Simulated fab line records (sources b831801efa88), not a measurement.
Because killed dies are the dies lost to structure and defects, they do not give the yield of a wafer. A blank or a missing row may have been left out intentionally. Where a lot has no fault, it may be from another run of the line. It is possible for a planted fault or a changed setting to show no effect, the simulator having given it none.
The tool behind it: which one? || flow gf180mcu || 9 lots, 27 wafers sampled, at 5 steps of a route of 602

WHAT THE GAUGES READ, wafer by wafer
GF_NSD_CD_MEAS_07: target cd 400 nm.
{"lot": "L874", "measured": "day 13 04:38", "on": "cdSem-01", "cdNm (nm)": "400.9 400.8 399.2"}
{"lot": "L875", "measured": "day 13 18:02", "on": "cdSem-02", "cdNm (nm)": "400.6 399.8 400.2"}
{"lot": "L876", "measured": "day 14 03:16", "on": "cdSem-01", "cdNm (nm)": "397.2 397.4 397.6"}
{"lot": "L882", "measured": "day 16 02:14", "on": "cdSem-01", "cdNm (nm)": "364.0 365.4 364.2"}
{"lot": "L884", "measured": "day 16 19:30", "on": "cdSem-01", "cdNm (nm)": "371.0 371.8 373.1"}
{"lot": "L888", "measured": "day 18 01:57", "on": "cdSem-01", "cdNm (nm)": "400.6 401.7 400.4"}
{"lot": "L892", "measured": "day 19 14:35", "on": "cdSem-02", "cdNm (nm)": "399.9 398.5 399.1"}
{"lot": "L894", "measured": "day 20 07:53", "on": "cdSem-02", "cdNm (nm)": "400.1 401.9 400.4"}
{"lot": "L896", "measured": "day 20 22:51", "on": "cdSem-01", "cdNm (nm)": "401.6 401.2 402.0"}

GF_PSD_CD_MEAS_07: target cd 400 nm.
{"lot": "L874", "measured": "day 14 01:32", "on": "cdSem-01", "cdNm (nm)": "398.6 400.8 400.3"}
{"lot": "L875", "measured": "day 14 14:52", "on": "cdSem-01", "cdNm (nm)": "402.3 399.9 402.3"}
{"lot": "L876", "measured": "day 15 00:30", "on": "cdSem-01", "cdNm (nm)": "401.6 403.0 402.5"}
{"lot": "L882", "measured": "day 17 01:23", "on": "cdSem-01", "cdNm (nm)": "398.5 398.6 398.2"}
{"lot": "L884", "measured": "day 17 18:25", "on": "cdSem-01", "cdNm (nm)": "400.4 399.3 399.9"}
{"lot": "L888", "measured": "day 19 01:42", "on": "cdSem-02", "cdNm (nm)": "401.9 403.1 403.3"}
{"lot": "L892", "measured": "day 20 15:28", "on": "cdSem-01", "cdNm (nm)": "404.5 403.0 400.4"}
{"lot": "L894", "measured": "day 21 08:44", "on": "cdSem-02", "cdNm (nm)": "406.8 405.8 405.4"}
{"lot": "L896", "measured": "day 21 23:10", "on": "cdSem-02", "cdNm (nm)": "400.6 400.9 402.8"}

TOOL THAT RAN EACH LOT (tool first, then ch and the chambers of the sampled wafers, then the start)
{"lot": "L874", "GF_HV_LDD_STRIP_37": "plasmaAsher-03 ch 0,1, day 11 10:08", "GF_HV_LDD_RTA_52": "rtpAnneal-01 ch 0, day 12 05:15", "GF_NSD_EXPOSE_04": "ilineStepper-02 ch 0, day 12 18:55"}
{"lot": "L875", "GF_HV_LDD_STRIP_37": "plasmaAsher-03 ch 0,1, day 11 22:05", "GF_HV_LDD_RTA_52": "rtpAnneal-02 ch 0, day 12 17:51", "GF_NSD_EXPOSE_04": "ilineStepper-01 ch 0, day 13 08:04"}
{"lot": "L876", "GF_HV_LDD_STRIP_37": "plasmaAsher-04 ch 0,1, day 12 08:08", "GF_HV_LDD_RTA_52": "rtpAnneal-02 ch 0, day 13 04:07", "GF_NSD_EXPOSE_04": "ilineStepper-02 ch 0, day 13 17:20"}
{"lot": "L882", "GF_HV_LDD_STRIP_37": "plasmaAsher-02 ch 0,1, day 14 02:26", "GF_HV_LDD_RTA_52": "rtpAnneal-01 ch 0, day 15 00:30", "GF_NSD_EXPOSE_04": "ilineStepper-01 ch 0, day 15 15:35"}
{"lot": "L884", "GF_HV_LDD_STRIP_37": "plasmaAsher-03 ch 0,1, day 14 20:43", "GF_HV_LDD_RTA_52": "rtpAnneal-01 ch 0, day 15 18:02", "GF_NSD_EXPOSE_04": "ilineStepper-01 ch 0, day 16 08:27"}
{"lot": "L888", "GF_HV_LDD_STRIP_37": "plasmaAsher-03 ch 0, day 16 01:24", "GF_HV_LDD_RTA_52": "rtpAnneal-02 ch 0, day 16 23:43", "GF_NSD_EXPOSE_04": "ilineStepper-02 ch 0, day 17 14:25"}
{"lot": "L892", "GF_HV_LDD_STRIP_37": "plasmaAsher-02 ch 0,1, day 17 11:26", "GF_HV_LDD_RTA_52": "rtpAnneal-01 ch 0, day 18 11:36", "GF_NSD_EXPOSE_04": "ilineStepper-02 ch 0, day 19 02:34"}
{"lot": "L894", "GF_HV_LDD_STRIP_37": "plasmaAsher-02 ch 0,1, day 18 04:24", "GF_HV_LDD_RTA_52": "rtpAnneal-01 ch 0, day 19 05:16", "GF_NSD_EXPOSE_04": "ilineStepper-02 ch 0, day 19 19:58"}
{"lot": "L896", "GF_HV_LDD_STRIP_37": "plasmaAsher-03 ch 0,1, day 18 17:14", "GF_HV_LDD_RTA_52": "rtpAnneal-02 ch 0, day 19 18:27", "GF_NSD_EXPOSE_04": "ilineStepper-02 ch 0, day 20 11:01"}
- GF_HV_LDD_STRIP_37: strips in O2/N2.
- GF_HV_LDD_RTA_52: time 10 s.
- GF_NSD_EXPOSE_04: exposes mask Nplus, target cd 400 nm.

AS READ BY THE TOOLS THEMSELVES (means over the sampled wafers that have a number; for cases with no such wafer, the mark the record gives instead)
GF_HV_LDD_STRIP_37.
{"lot": "L874", "tool": "plasmaAsher-03", "drypumpMotorCurrentA (A)": 5.2, "heaterPowerW (W)": 315, "oesProductAu (a.u.)": 0.715, "stripTimeToEndpointS (s)": 12.62}
{"lot": "L875", "tool": "plasmaAsher-03", "drypumpMotorCurrentA (A)": 5.2, "heaterPowerW (W)": 317, "oesProductAu (a.u.)": 0.714, "stripTimeToEndpointS (s)": 12.69}
{"lot": "L876", "tool": "plasmaAsher-04", "drypumpMotorCurrentA (A)": 5.9, "heaterPowerW (W)": 324, "oesProductAu (a.u.)": 0.719, "stripTimeToEndpointS (s)": 12.65}
{"lot": "L882", "tool": "plasmaAsher-02", "drypumpMotorCurrentA (A)": 6.3, "heaterPowerW (W)": 317, "oesProductAu (a.u.)": 0.715, "stripTimeToEndpointS (s)": 12.68}
{"lot": "L884", "tool": "plasmaAsher-03", "drypumpMotorCurrentA (A)": 5.1, "heaterPowerW (W)": 314, "oesProductAu (a.u.)": 0.713, "stripTimeToEndpointS (s)": 12.66}
{"lot": "L888", "tool": "plasmaAsher-03", "drypumpMotorCurrentA (A)": 5.5, "heaterPowerW (W)": 334, "oesProductAu (a.u.)": 0.716, "stripTimeToEndpointS (s)": 12.64}
{"lot": "L892", "tool": "plasmaAsher-02", "drypumpMotorCurrentA (A)": 6.2, "heaterPowerW (W)": 311, "oesProductAu (a.u.)": 0.718, "stripTimeToEndpointS (s)": 12.68}
{"lot": "L894", "tool": "plasmaAsher-02", "drypumpMotorCurrentA (A)": 6.0, "heaterPowerW (W)": 315, "oesProductAu (a.u.)": 0.715, "stripTimeToEndpointS (s)": 12.61}
{"lot": "L896", "tool": "plasmaAsher-03", "drypumpMotorCurrentA (A)": 5.3, "heaterPowerW (W)": 328, "oesProductAu (a.u.)": 0.716, "stripTimeToEndpointS (s)": 12.64}

GF_HV_LDD_RTA_52.
{"lot": "L874", "tool": "rtpAnneal-01", "lampPowerPct (%)": 29.2, "wafer_temp_C_max": 1002.3}
{"lot": "L875", "tool": "rtpAnneal-02", "lampPowerPct (%)": 27.0, "wafer_temp_C_max": 1004.9}
{"lot": "L876", "tool": "rtpAnneal-02", "lampPowerPct (%)": 27.0, "wafer_temp_C_max": 1004.7}
{"lot": "L882", "tool": "rtpAnneal-01", "lampPowerPct (%)": 29.2, "wafer_temp_C_max": 1002.7}
{"lot": "L884", "tool": "rtpAnneal-01", "lampPowerPct (%)": 29.2, "wafer_temp_C_max": 1001.9}
{"lot": "L888", "tool": "rtpAnneal-02", "lampPowerPct (%)": 27.0, "wafer_temp_C_max": 1005.3}
{"lot": "L892", "tool": "rtpAnneal-01", "lampPowerPct (%)": 29.2, "wafer_temp_C_max": 1003.6}
{"lot": "L894", "tool": "rtpAnneal-01", "lampPowerPct (%)": 29.1, "wafer_temp_C_max": 1002.9}
{"lot": "L896", "tool": "rtpAnneal-02", "lampPowerPct (%)": 27.1, "wafer_temp_C_max": 1004.6}

GF_NSD_EXPOSE_04.
{"lot": "L874", "tool": "ilineStepper-02", "exposureDoseMJCm2": 139.98}
{"lot": "L875", "tool": "ilineStepper-01", "exposureDoseMJCm2": 139.55}
{"lot": "L876", "tool": "ilineStepper-02", "exposureDoseMJCm2": 139.84}
{"lot": "L882", "tool": "ilineStepper-01", "exposureDoseMJCm2": 123.20}
{"lot": "L884", "tool": "ilineStepper-01", "exposureDoseMJCm2": 126.61}
{"lot": "L888", "tool": "ilineStepper-02", "exposureDoseMJCm2": 139.87}
{"lot": "L892", "tool": "ilineStepper-02", "exposureDoseMJCm2": 139.92}
{"lot": "L894", "tool": "ilineStepper-02", "exposureDoseMJCm2": 139.72}
{"lot": "L896", "tool": "ilineStepper-02", "exposureDoseMJCm2": 139.70}

THE ANSWER, worked out from the rows above alone
Rule: what is usual is taken from the lots themselves. The widest of any qualifying gaps counts: lots, ordered by their means at a reading, are off when they make up no more than a third of the lots, leave a main group of 4 or more, and stand apart from it by 3 or more times the standard deviation of that group's means. A main group is skipped when, at the precision printed for the reading in the tables above, its means are all equal. A lot without any number at a reading at which 4 lots or more have one is off too. Any other lot the step has rows for is counted as sound. After the gauges, taken in route order, come the tools' own readings; for these a lot's mean is taken, as printed above. The first step at which some lot is off is used, and at that step the reading that is off furthest; a lot without a number counts as furthest.
Off, at GF_NSD_CD_MEAS_07 on cdNm: L882, L884. Main group: mean 400.1 nm, sd 1.3.
If a tool, at a process step before that reading, ran all the lots that are off and no sound lot after the first of them, it fits. The gauges at GF_NSD_CD_MEAS_07 aren't tried: what is off there is off at GF_NSD_EXPOSE_04 too, on other tools, and a gauge's error can't cause that. One candidate fits, namely ilineStepper-01 at GF_NSD_EXPOSE_04. A fault onset in the window from L875 (day 13 08:04, its last sound lot) to L882 (day 15 15:35, its first lot off) fits.
The tool's own readings at GF_NSD_EXPOSE_04 bear it out: on the lots that are off they differ by more than 5 times the standard deviation of the sound lots' means. exposureDoseMJCm2 reads 124.91 there against 139.80 on the sound lots.

WHAT THE SIMULATOR PUT IN
Process parameters drifting: ilineStepper-01 at GF_NSD_EXPOSE_04, beginning at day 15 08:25. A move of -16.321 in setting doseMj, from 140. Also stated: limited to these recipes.
Lots struck among those shown: L882, L884. The same result came from the rule above.
